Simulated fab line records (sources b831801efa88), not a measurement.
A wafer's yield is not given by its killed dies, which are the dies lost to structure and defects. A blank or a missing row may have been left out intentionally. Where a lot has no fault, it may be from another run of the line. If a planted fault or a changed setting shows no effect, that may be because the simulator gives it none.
fab line records | flow gf180mcu
record lots=13 wafers=39 last-day=34
route steps=602 shown STI@14 MVPSD@85 POLY_GATE@163 SALICIDE@284
lots that met no fault: from a run of the same line without faults
start-h: hours from the record's opening day to when the first of the lot's shown wafers began | wait-h: time in hours since the lot's previous step | " repeats the value in the row above | L1.1+2: a single row standing in for several wafers | - no value, or no start given | * or withheld: withheld | < > ~ a bound
route shown NAME@n: NAME is a module with steps in the file, n the number in the route of the first one | usual: mean and standard deviation over wafers with no fault | same: alike in all rows | chamber/n: place in a boat | sites: the reading at each site | _std_site: the values' standard deviation | _edge_site: mean of outer sites minus mean of inner sites | radius-mm: how far each site lies from the wafer's centre | mask NAME#n: copy n | behind: the tool/chamber that last shaped the wafer | hold: cause of the lot's hold/its duration in hours/its outcome | device: names the non-switching transistor (n, p or np) | end of line: the route-end tests of the same wafers | where a step has no rows: the recipe by itself | killed: count of dies lost to structure and defects at first sort (not the wafer's yield) | map: per-die view of a wafer (x killed, . not killed, _ where there is no die)
set.NAME: the setting as run; set.NAME@STEP: as run at that earlier step | model.NAME: the simulator's own value behind a step, which no gauge read
route steps across a sampled set of lots; one table per step, one row per wafer
services: from which hour (start-h, from the record's first day; less than 0 if before it) a tool's chamber was out of use, for how many hours, and why
## steps
# step GF_STI_ETCH_13
# recipe chemistry=CHF3/O2 stop-on=Si over-etch-frac=0.3 target-depth-a=2823.1 source-w=600 bias-w=200 pressure-mtorr=40 chf3-flow-sccm=50 O2_flow_sccm=5 time-s=112.9
# usual chamber-pressure-mTorr=40.00/0.032 drypump-motor-current-A=6.1/0.48 oes-product-au=0.831/0.0066 rf-fwd-power-W=597.0/1.8 throttle-valve-pct=8.811/0.0092
# columns lot.wafer tool chamber start-h wait-h chamber-pressure-mTorr drypump-motor-current-A oes-product-au rf-fwd-power-W rf-hours-counter-h throttle-valve-pct
L259.4 rie-diel-01 2 21.60 0.0 39.95 6.4 0.823 595.3 4 8.803
L259.5 " 3 " " 40.02 6.8 0.839 598.3 - 8.805
L259.6 " 0 " " 39.97 6.3 0.831 592.7 - 8.799
L261.2 rie-diel-03 0 36.41 0.1 39.98 6.4 0.833 598.2 159 8.799
L261.3 " 1 " " 40.02 6.1 0.834 598.4 16 8.829
L261.4 " 2 " " 39.96 5.6 0.835 594.0 96 8.808
L263.1 rie-diel-02 2 47.01 0.1 40.00 5.2 0.837 595.7 63 8.803
L263.4 " 0 " " 39.95 5.6 0.838 597.0 64 8.808
L263.5 " 2 " " 39.99 5.2 0.837 597.1 - 8.824
L264.2 rie-diel-01 0 51.36 0.1 39.99 6.3 0.845 596.0 116 8.813
L264.4 " 3 " " 39.97 6.8 0.825 597.3 55 8.810
L264.6 " 2 " " 40.00 6.4 0.836 597.1 - 8.808
L265.1 rie-diel-02 0 55.56 0.1 40.00 5.6 0.829 597.3 64 8.817
L265.4 " 1 " " 39.95 5.6 0.849 596.3 124 8.816
L265.6 " 1 " " 40.05 5.6 0.834 595.5 - 8.823
L266.3 rie-diel-02 3 64.10 0.1 40.01 6.5 0.828 595.6 87 8.822
L266.5 " 1 " " 39.92 5.5 0.825 597.5 - 8.804
L266.6 " 2 " " 39.98 5.2 0.833 599.7 - 8.821
L267.2 rie-diel-01 1 67.30 0.1 40.00 5.7 0.827 594.2 139 8.802
L267.5 " 3 " " 40.03 6.8 0.832 598.2 - 8.818
L267.6 " 2 " " 40.00 6.4 0.817 599.4 - 8.803
L268.1 rie-diel-01 3 72.13 0.1 40.01 6.8 0.838 595.2 55 8.809
L268.3 " 0 " " 39.98 6.3 0.841 596.8 116 8.820
L268.4 " 2 " " 39.98 6.4 0.830 598.0 5 8.824
L277.4 rie-diel-03 1 119.34 0.1 40.01 6.1 0.833 597.0 - 8.813
L277.5 " 0 " " 39.96 6.4 0.821 599.8 - 8.829
L277.6 " 3 " " 39.96 6.5 0.831 595.6 - 8.820
L278.3 rie-diel-02 2 125.66 0.1 40.02 5.3 0.844 597.6 65 8.804
L278.5 " 3 " " 39.98 6.5 0.838 593.3 - 8.809
L278.6 " 2 " " 40.01 5.2 0.831 596.3 - 8.803
L279.1 rie-diel-03 3 128.25 0.1 40.01 6.5 0.832 597.4 141 8.832
L279.2 " 1 " " 40.06 6.1 0.834 597.1 19 8.806
L279.6 " 1 " " 40.02 6.1 0.838 596.6 - 8.806
L280.1 rie-diel-01 2 133.50 0.1 40.02 6.4 0.825 594.9 7 8.808
L280.2 " 3 " " 40.02 6.8 0.829 599.1 56 8.798
L280.3 " 0 " " 39.99 6.3 0.832 599.4 118 8.810
L281.2 rie-diel-01 2 138.68 0.1 39.99 6.4 0.822 598.8 7 8.809
L281.3 " 1 " " 39.94 5.7 0.819 595.5 141 8.825
L281.4 " 3 " " 39.94 6.8 0.825 597.6 56 8.806
# step GF_MVPSD_OVL_MEAS_07
# usual MVPSD_OVL=0.0/1.1
# columns lot.wafer tool chamber start-h wait-h MVPSD_OVL[nm]
L259.4 overlay-02 - 90.40 - 2.0
L259.5 " - " " 1.5
L259.6 " - " " 1.9
L261.2 overlay-01 - 107.55 - 1.7
L261.3 " - " " -1.3
L261.4 " - " " 1.3
L263.1 overlay-01 - 119.69 - 0.4
L263.4 " - " " 0.2
L263.5 " - " " 1.0
L264.2 overlay-02 - 125.90 - -0.9
L264.4 " - " " -0.9
L264.6 " - " " -1.7
L265.1 overlay-01 - 128.05 - 0.3
L265.4 " - " " 0.2
L265.6 " - " " -0.3
L266.3 overlay-01 - 141.45 - -0.1
L266.5 " - " " 0.4
L266.6 " - " " 0.0
L267.2 overlay-01 - 143.50 - -1.8
L267.5 " - " " 0.4
L267.6 " - " " -1.1
L268.1 overlay-01 - 150.19 - -0.9
L268.3 " - " " 1.0
L268.4 " - " " 0.3
L277.4 overlay-01 - 203.21 - -0.8
L277.5 " - " " -0.8
L277.6 " - " " 1.3
L279.1 overlay-02 - 213.05 - -2.0
L279.2 " - " " 1.6
L279.6 " - " " 0.5
L278.3 overlay-01 - 213.05 - 1.0
L278.5 " - " " 1.5
L278.6 " - " " 1.0
L280.1 overlay-02 - 219.69 - -1.0
L280.2 " - " " -0.6
L280.3 " - " " -0.5
L281.2 overlay-01 - 228.69 - 1.1
L281.3 " - " " 2.5
L281.4 " - " " -0.2
# step GF_POLY_GATE_SOFTBAKE_06
# recipe temp-c=129.1 time-s=60 resist=KrF
# usual heater-power-total-W=92.20/0.069 resist-line-temp-C=23.00/0.11 run-length-s=89.25/0.21
# columns lot.wafer tool chamber start-h wait-h heater-power-total-W resist-line-temp-C run-length-s
L259.4 litho-track-03 0 182 - 92.19 23.17 89.52
L259.5 " 0 " " 92.14 23.09 89.31
L259.6 " 0 " " 92.13 23.29 89.35
L261.2 litho-track-03 0 200 - 92.24 22.87 89.36
L261.3 " 0 " " 92.26 22.98 89.34
L261.4 " 0 " " 92.21 22.86 89.36
L263.1 litho-track-01 0 215 - 92.18 22.84 89.32
L263.4 " 0 " " 92.17 22.93 89.24
L263.5 " 0 " " 92.16 22.96 89.24
L264.2 litho-track-04 0 219 - 92.19 22.86 88.83
L264.4 " 0 220 - 92.02 22.98 88.84
L264.6 " 0 " " 92.21 22.91 88.87
L265.1 litho-track-03 0 224 - 92.19 23.03 89.36
L265.4 " 0 " " 92.20 23.31 89.33
L265.6 " 0 " " 92.09 23.08 89.28
L266.3 litho-track-03 0 239 - 92.32 23.05 89.50
L266.5 " 0 " " 92.26 22.97 89.38
L266.6 " 0 " " 92.24 22.97 89.31
L267.2 litho-track-03 0 241 - 92.13 22.98 102.65
L267.5 " 0 " " 92.29 23.02 102.61
L267.6 " 0 " " 92.28 22.95 102.61
L268.1 litho-track-03 0 248 - 92.06 22.89 102.74
L268.3 " 0 " " 92.22 23.04 102.46
L268.4 " 0 249 - 92.15 22.86 102.46
L277.4 litho-track-04 0 314 - 92.21 22.94 88.85
L277.5 " 0 " " 92.25 22.87 88.99
L277.6 " 0 315 - 92.09 22.94 88.98
L278.3 litho-track-01 0 326 - 92.14 22.89 89.36
L278.5 " 0 " " 92.19 23.01 89.32
L278.6 " 0 " " 92.19 22.91 89.24
L279.1 litho-track-03 0 326 - 92.20 23.18 89.63
L279.2 " 0 " " 92.25 23.04 89.33
L279.6 " 0 " " 92.24 23.12 89.45
L280.1 litho-track-04 0 334 - 92.23 22.93 89.22
L280.2 " 0 " " 92.30 22.88 88.83
L280.3 " 0 " " 92.25 22.78 88.84
L281.2 litho-track-04 0 344 - 92.11 23.17 88.92
L281.3 " 0 " " 92.28 23.10 89.17
L281.4 " 0 " " 92.25 23.06 88.88
# step GF_SALICIDE_RTA_06
# recipe temp-c=530 time-s=30 ambient=N2
# usual chamber-o2-ppm=1.999/0.021 lamp-power-pct=6.2/0.36 wafer_temp_C_max=532.9/0.59
# columns lot.wafer tool chamber start-h wait-h chamber-o2-ppm lamp-power-pct wafer_temp_C_max
L259.4 rtp-anneal-02 0 334.22 0.1 1.993 5.7 532.1
L259.5 " 0 " " 2.014 5.7 532.4
L259.6 " 0 " " 1.986 5.7 532.9
L261.2 rtp-anneal-02 0 357.73 0.1 1.979 5.7 534.1
L261.3 " 0 " " 1.991 5.7 533.5
L261.4 " 0 " " 2.031 5.7 533.6
L263.1 rtp-anneal-02 0 375.31 0.1 2.019 5.7 532.1
L263.4 " 0 " " 2.041 5.7 532.8
L263.5 " 0 " " 2.013 5.7 531.9
L264.2 rtp-anneal-02 0 380.80 0.1 2.007 5.7 533.3
L264.4 " 0 " " 2.011 5.7 531.6
L264.6 " 0 " " 1.988 5.7 532.9
L265.1 rtp-anneal-01 0 384.58 0.1 1.963 6.5 532.3
L265.4 " 0 " " 2.002 6.5 533.3
L265.6 " 0 " " 1.981 6.5 533.2
L266.3 rtp-anneal-01 0 405.13 0.1 2.015 6.5 533.4
L266.5 " 0 " " 2.014 6.5 532.3
L266.6 " 0 " " 2.002 6.5 532.9
L267.2 rtp-anneal-01 0 406.83 0.1 2.001 6.5 533.6
L267.5 " 0 " " 1.996 6.5 533.5
L267.6 " 0 " " 1.973 6.5 533.8
L268.1 rtp-anneal-01 0 413.74 0.1 1.975 6.5 533.6
L268.3 " 0 " " 1.983 6.5 533.5
L268.4 " 0 " " 1.978 6.5 532.3
L277.4 rtp-anneal-01 0 494.21 0.1 2.012 6.5 533.1
L277.5 " 0 " " 2.007 6.5 532.4
L277.6 " 0 " " 1.985 6.5 532.5
L278.3 rtp-anneal-01 0 503.32 0.1 2.025 6.5 532.3
L278.5 " 0 " " 1.977 6.5 532.3
L278.6 " 0 " " 2.011 6.5 532.3
L279.1 rtp-anneal-01 0 506.59 0.1 1.999 6.5 533.4
L279.2 " 0 " " 1.959 6.5 533.4
L279.6 " 0 " " 2.007 6.5 533.7
L280.1 rtp-anneal-01 0 517.09 0.1 1.998 6.5 533.2
L280.2 " 0 " " 1.982 6.5 532.2
L280.3 " 0 " " 1.975 6.5 533.0
L281.2 rtp-anneal-01 0 528.32 0.1 2.042 6.5 532.8
L281.3 " 0 " " 2.000 6.5 533.2
L281.4 " 0 " " 2.017 6.5 533.5
## services
# columns tool chamber start-h hours kind
rie-diel-03 1 12.37 2.5 repair
rie-diel-02 3 33.86 3.5 repair
rie-diel-03 - 37.46 1.6 repair
rie-diel-01 - 63.21 2.8 pm
rie-diel-03 3 82.14 13.9 repair
rie-diel-03 2 96.47 33.1 repair
rie-diel-03 1 99.82 1.9 repair
rie-diel-01 3 134.66 3.3 repair
rie-diel-02 0 169.57 5.4 repair
rie-diel-02 2 234.92 15.1 repair
rtp-anneal-01 - 244.81 6.3 pm
rie-diel-03 2 245.61 2.8 repair
rie-diel-01 1 285.91 10.9 repair
rie-diel-02 2 298.48 7.1 repair
rie-diel-01 0 312.74 2.6 repair
rie-diel-03 3 313.40 6.7 repair
rie-diel-01 - 317.79 0.7 repair
rie-diel-01 2 342.49 5.4 repair
rie-diel-03 3 352.04 9.8 repair
rie-diel-01 3 366.21 5.5 repair
rie-diel-02 3 416.42 19.9 repair
rie-diel-01 3 438.59 13.3 repair
rie-diel-02 3 449.37 12.5 repair
rie-diel-01 3 515.46 3.3 repair
## key
first-sign step=GF_POLY_GATE_SOFTBAKE_06 reading=run-length-s direction=up sigmas=63 usual=* struck=*
effect none on later readings
met-at GF_POLY_GATE_SOFTBAKE_06
struck-lots L267,L268
tester-left-out L267,L268
not-acting-at GF_STI_ETCH_13,GF_MVPSD_OVL_MEAS_07,GF_SALICIDE_RTA_06
onset-between 239 241
fault kind=process-parameter-drift tool=litho-track-03 chamber=- onset-h=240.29 steps=GF_POLY_GATE_SOFTBAKE_06 channel=time-s offset=* shape=step end-h=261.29 acts-in=* stated=*
# tester-left-out: of these lots the tester's yield and bins aren't shown, on N5 and GAA mostly nor the transistor test; their killed dies are dies lost to structure and defects alone, not to doping, threshold or leakage, so they don't give the yield
